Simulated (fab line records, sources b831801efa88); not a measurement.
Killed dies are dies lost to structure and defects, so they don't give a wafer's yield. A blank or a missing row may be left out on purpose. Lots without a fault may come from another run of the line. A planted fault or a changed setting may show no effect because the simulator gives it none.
Problem report in the 8D (eight disciplines) form, filled by code | flow sfq_line | the parts of the form that need people (team, actions taken, sign-off) are left out

1. THE PROBLEM
M0_NB_RS at SFQ_M0_RS_MEAS_904 reads a mean of 1.155 ohm/sq on 1 wafer of 1 lot; wafers without a fault read 0.891 ohm/sq with a standard deviation of 0.008. That is +33 standard deviations from the usual mean.
The step: measures by four-point-probe.
First seen on wafer L581.5, day 12 10:57, on film_metro-02. The record holds 39 wafers of 13 lots with a number at this step. Rule for "out", or "out of limits": more than 4 standard deviations from the usual mean. The other wafers with a number count as sound.

2. WHAT IT IS AND WHAT IT IS NOT
question                    | is                | is not
which readings at this step | M0_NB_RS          | -
which lots                  | L581              | L562, L564, L566, L567, L568, L569, L570, L571, L574, L575, L584, L585
which wafers of those lots  | L581.5            | L581.4, L581.6
read on which gauges        | film_metro-02     | film_metro-01, film_metro-03
when                        | from day 12 10:57 | up to then (32 sound wafers); but 6 sound wafers of L584, L585 came after

3. SUSPECTS, AND WHAT RULES EACH OUT
Counting: a tool at a process step up to the reading stays a suspect if it ran every lot that is out. Sound lots after the first of them don't rule it out here, since some wafers of a struck lot are sound.
- the gauge at SFQ_M0_RS_MEAS_904: ruled out. All the wafers that are out were read on film_metro-02, but those of them that SFQ_TRILAYER_M0_ETCH_METAL_ETCH_024 has rows for are out there too, on other tools.
- pvd_sputter-05 at SFQ_TRILAYER_M0_DEP_SPUTTER_019 (material Nb, target thk 200 nm, time 133.3 s): kept. It ran the lot that is out, L581 (day 12 10:50); its last sound lot up to then is L574 (day 9 22:48).
Left after counting: pvd_sputter-05 at SFQ_TRILAYER_M0_DEP_SPUTTER_019.

4. THE CAUSE (what the simulator had put in)
Process parameter drift: pvd_sputter-05, from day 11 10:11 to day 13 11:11, at SFQ_TRILAYER_M0_DEP_SPUTTER_019. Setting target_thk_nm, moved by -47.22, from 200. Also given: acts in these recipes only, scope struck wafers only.
Counting left only this tool.

5. THE CHAIN OF EFFECTS, in route order
Each row: a reading whose mean over the struck wafers that have a number lies more than 3 standard deviations from the usual. Only readings for which the record gives a usual standard deviation are gone through. hours: the time from each lot's start at the first step in this table that gives one to its start at this step, as a median over the lots. sigmas: the change in usual standard deviations.
hours | step                                | reading        | usual        | on struck wafers | change | sigmas
0     | SFQ_M0_RS_MEAS_904                  | M0_NB_RS       | 0.891 ohm/sq | 1.155            | +0.264 | +33
123   | SFQ_TRILAYER_M0_ETCH_METAL_ETCH_024 | oes_product_au | 0.893 a.u.   | 0.787            | -0.106 | -17
The process steps in it:
- SFQ_TRILAYER_M0_ETCH_METAL_ETCH_024: etches Nb in Cl2/Ar, stops on SiO2, target depth 240 nm, time 120 s.

6. WHAT WOULD HAVE CAUGHT IT SOONER
In this record the first reading out of limits at a measuring or inspecting step was taken at day 12 10:57, 25 hours after the fault began at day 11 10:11.
Of the tool readings at SFQ_TRILAYER_M0_DEP_SPUTTER_019 for which the record gives a usual standard deviation, none was out on any struck wafer, so an alarm limit of 4 standard deviations on them would not have fired.
All the lots that are out (1) had begun SFQ_TRILAYER_M0_DEP_SPUTTER_019 on pvd_sputter-05 by day 12 10:57. A hold on the tool at that time would have spared none of them.
